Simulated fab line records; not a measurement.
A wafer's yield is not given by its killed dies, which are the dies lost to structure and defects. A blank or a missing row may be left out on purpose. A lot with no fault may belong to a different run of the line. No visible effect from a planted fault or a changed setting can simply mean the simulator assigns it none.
Which tool is to blame? | flow gf180mcu | 18 wafers from 6 lots sampled at 2 of the route's 602 steps

== WHAT THE GAUGES SHOWED, per wafer ==
GF_NWELL_OVL_MEAS_07.
lot  | measured    | on         | NWELL_OVL (nm)
L566 | day 3 23:29 | overlay-02 | 0.8 0.5 -0.2
L568 | day 4 09:28 | overlay-01 | -0.1 -1.0 -2.2
L571 | day 5 07:13 | overlay-01 | -2.1 -0.3 -1.0
L574 | day 6 05:47 | overlay-01 | -0.7 -1.4 -1.4
L577 | day 6 18:17 | overlay-02 | -1.5 0.4 -1.1
L584 | day 8 08:41 | overlay-01 | -3.4 -2.3 -2.0

== WHICH TOOL RAN EACH LOT (tool, then ch and the chambers of the sampled wafers, then the start) ==
lot  | GF_STI_WET_ETCH_27
L566 | wet-bench-01 ch 2, day 2 19:16
L568 | wet-bench-01 ch 2, day 3 05:19
L571 | wet-bench-01 ch 3, day 3 22:29
L574 | wet-bench-04 ch 2, day 4 17:39
L577 | wet-bench-01 ch 3, day 5 08:38
L584 | wet-bench-02 ch 0, day 6 22:13
- GF_STI_WET_ETCH_27: etches Si3N4 in H3PO4, target depth 160 nm, time 1825 s.

== THE ANSWER, worked out from the rows above alone ==
Rule: what is usual is taken from the lots themselves. Put in order of their means at a reading, lots are off if they are a third of the lots or fewer, leave a main group of 4 or more, and stand apart from it by a gap of 3 or more times the standard deviation of the main group's means; of several such gaps the widest counts. A main group is skipped when, at the precision printed for the reading in the tables above, its means are all equal. Also off: a lot with no number at a reading for which 4 or more lots have one. Where the step has rows for the other lots, those lots are counted as sound.
Nothing can be told from this: no lot is off at any reading shown.

== WHAT THE SIMULATOR HAD PUT IN ==
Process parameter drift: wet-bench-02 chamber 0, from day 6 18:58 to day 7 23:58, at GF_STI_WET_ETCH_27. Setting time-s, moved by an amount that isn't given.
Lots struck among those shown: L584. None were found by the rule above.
